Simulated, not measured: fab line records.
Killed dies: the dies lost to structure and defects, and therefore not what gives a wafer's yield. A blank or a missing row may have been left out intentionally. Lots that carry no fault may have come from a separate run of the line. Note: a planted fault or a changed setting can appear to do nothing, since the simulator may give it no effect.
A struck lot beside a sound one    flow sky130    43 steps out of a route of 708
Sound: these wafers, L162.2, L162.5, L162.6. Struck: wafers L173.3, L173.4. (L173.6 of the same lot was not struck and is left out.) The cause comes at the end.
Per side, at each step with rows, come the tool, then ch with its chambers, and then its first start. Under that, the readings that differ: sound wafers    struck wafers    difference of the means    sigmas: that difference in standard deviations of wafers without a fault.
alike: words and numbers the same on both sides, and readings whose means are apart by under 2 such deviations; not compared: readings that were withheld, readings missing a value for some wafer, numbers with overlapping values and no deviation given by the record, and bounds like >300 which may hide the same value.
The two part at a step that has a row with sigmas, a row that says differs or no value, or rows on one side only. Non-overlapping numbers with no deviation appear without sigmas and do not part them. Lack of a reading on every wafer of one side parts them only where that side has two or more wafers.

first, 3 steps without rows for these wafers: SKY_SONOS_ONO_WET_ETCH_18 (etches Si3N4 in H3PO4, target depth 15 nm, time 172 s); SKY_GATE_OXIDE_CLEAN_00 (cleans in SC1/SC2, time 150 s); SKY_GATE_OXIDE_OXIDATION_01 (stabilise 600 s, purge 300 s, target thk 10.268 nm).
SKY_GATE_OXIDE_THK_MEAS_02:
  sound on film metro-02 at day 16 05:00; struck on film metro-01 at day 20 01:10
  alike: GATE_OXIDE_OXIDATION_00_THK
then, 7 steps without rows for these wafers: SKY_GATE_OXIDE_DEHYDRATE_03 (time 60 s); SKY_GATE_OXIDE_HMDS_04 (prime time 60 s); SKY_GATE_OXIDE_COAT_05 (resist thk 1140 nm); SKY_GATE_OXIDE_SOFTBAKE_06 (time 60 s); SKY_GATE_OXIDE_EXPOSE_07 (exposes mask LVOM, target cd 600 nm); SKY_GATE_OXIDE_PEB_08; SKY_GATE_OXIDE_DEVELOP_09 (develop time 60 s).
SKY_GATE_OXIDE_OVL_MEAS_10:
  sound on overlay-02 at day 17 09:56; struck on overlay-02 at day 21 08:00
  alike: GATE_OXIDE_OVL
SKY_GATE_OXIDE_IMPLANT_11:
  sound on implanter-04 ch 0, day 17 09:59; struck on implanter-04 ch 0, day 21 08:04
  alike: beam energy keV
then, 1 step without rows for these wafers: SKY_GATE_OXIDE_WET_ETCH_12 (etches SiO2 in dHF, target depth 16.8 nm, time 336 s).
SKY_GATE_OXIDE_STRIP_13: strips in O2/N2.
  sound on plasma asher-04 ch 0,1, day 17 10:13; struck on plasma asher-04 ch 0,1, day 21 08:19
  alike: drypump motor current A, oes product au, strip time to endpoint s
  not compared: rf hours counter h
SKY_GATE_OXIDE_TW_MEAS_14:
  sound on film metro-02 at day 17 10:20; struck on film metro-01 at day 21 08:24
  alike: GATE_OXIDE_TW
then, 3 steps without rows for these wafers: SKY_GATE_OXIDE_CLEAN_15 (cleans in SC1/SC2, time 150 s); SKY_GATE_OXIDE_OXIDATION_16 (stabilise 600 s, purge 300 s, target thk 3.57 nm); SKY_POLY_GATE_CVD_00 (deposits poly-Si, target thk 180 nm, time 720 s).
SKY_POLY_GATE_THK_MEAS_01:
  sound on film metro-03 at day 17 13:50; struck on film metro-03 at day 21 11:22
  alike: POLY_GATE_CVD_00_THK
then, 8 steps without rows for these wafers: SKY_RES_PROTECT_DEHYDRATE_00 (time 60 s); SKY_RES_PROTECT_HMDS_01 (prime time 60 s); SKY_RES_PROTECT_COAT_02 (resist thk 1140 nm); SKY_RES_PROTECT_SOFTBAKE_03 (time 60 s); SKY_RES_PROTECT_EXPOSE_04 (exposes mask RPM, target cd 1270 nm); SKY_RES_PROTECT_PEB_05; SKY_RES_PROTECT_DEVELOP_06 (develop time 60 s); SKY_POLY_GATE_IMPLANT_02.
SKY_RES_PROTECT_STRIP_07: strips in O2/N2.
  sound on plasma asher-01 ch 0,1, day 18 19:38; struck on plasma asher-04 ch 0,1, day 22 18:12
  alike: drypump motor current A, oes product au, strip time to endpoint s
  not compared: rf hours counter h
SKY_RES_PROTECT_TW_MEAS_08:
  sound on film metro-01 at day 18 19:44; struck on film metro-04 at day 22 18:17
reading       sound           struck     difference  sigmas
POLY_GATE_TW  4026 4014 4028  4103 4099  +78         +3
then, 2 steps without rows for these wafers: SKY_RES_PROTECT_CLEAN_09 (cleans in SC1/SC2, time 150 s); SKY_POLY_GATE_CVD_03 (deposits Si3N4 from DCS/NH3, target thk 75 nm, time 1290 s).
SKY_POLY_GATE_THK_MEAS_04:
  sound on film metro-02 at day 18 21:13; struck on film metro-04 at day 22 19:46
  alike: POLY_GATE_CVD_03_THK
then, 8 steps without rows for these wafers: SKY_POLY_GATE_DEHYDRATE_05 (time 60 s); SKY_POLY_GATE_HMDS_06 (prime time 60 s); SKY_POLY_GATE_COAT_07 (resist thk 110 nm); SKY_POLY_GATE_COAT_08 (resist thk 450 nm); SKY_POLY_GATE_SOFTBAKE_09 (time 90 s); SKY_POLY_GATE_EXPOSE_10 (exposes mask P1M, target cd 150 nm); SKY_POLY_GATE_PEB_11; SKY_POLY_GATE_DEVELOP_12 (develop time 60 s).
SKY_POLY_GATE_CD_MEAS_13: target cd 150 nm.
  sound on cd sem-01 at day 20 04:21; struck on cd sem-02 at day 24 02:25
  alike: cd nm
-- record jumps: 27 days separate the struck wafers' starts on either side; left off in module POLY_GATE, taken up again in module PAD_OPEN, whose first shown step is the route's number 708 --
SKY_PAD_OPEN_PROBE_99:
  sound on prober-02 at day 48 10:15; struck on prober-02 at day 50 17:08
reading                                   sound                 struck         difference  sigmas
model.etest.pfet_01v8_lvt.drive ua um     169.5 169.9 171.4     159.4 163.2    -9.0        
model.etest.nfet_01v8.drive ua um range   6.354 8.032 7.227     18.55 18.38    +11.26      
model.etest.pfet_01v8.drive ua um range   5.715 7.511 6.799     10.35 17.44    +7.22       
model.etest.pfet_01v8_mvt.drive ua um     149.1 148.9 152.6     141.2 145.6    -6.8        
model.etest.pfet_01v8_lvt.off log10 a um  -9.055 -9.183 -9.189  -10 -10.16     -1          
model.etest.pfet_01v8_mvt.off log10 a um  -10.54 -10.82 -10.41  -11.55 -11.29  -0.83       
model.etest.pfet_01v8.off log10 a um      -10.09 -10.31 -9.525  -10.8 -10.45   -0.7        
  alike: killed_at_M0_to_M3, killed_at_M4_up, killed at contacts, killed at front end, killed at other, killed dies, killed open, killed short
  not compared: model.etest.nfet_01v8.drive ua um rim less centre

WHERE THEY PART
Only at SKY_RES_PROTECT_TW_MEAS_08, within this record. Later steps at which nothing parts them and some readings are alike: SKY_POLY_GATE_THK_MEAS_04, SKY_POLY_GATE_CD_MEAS_13, SKY_PAD_OPEN_PROBE_99.

WHY: what had been put in by the simulator
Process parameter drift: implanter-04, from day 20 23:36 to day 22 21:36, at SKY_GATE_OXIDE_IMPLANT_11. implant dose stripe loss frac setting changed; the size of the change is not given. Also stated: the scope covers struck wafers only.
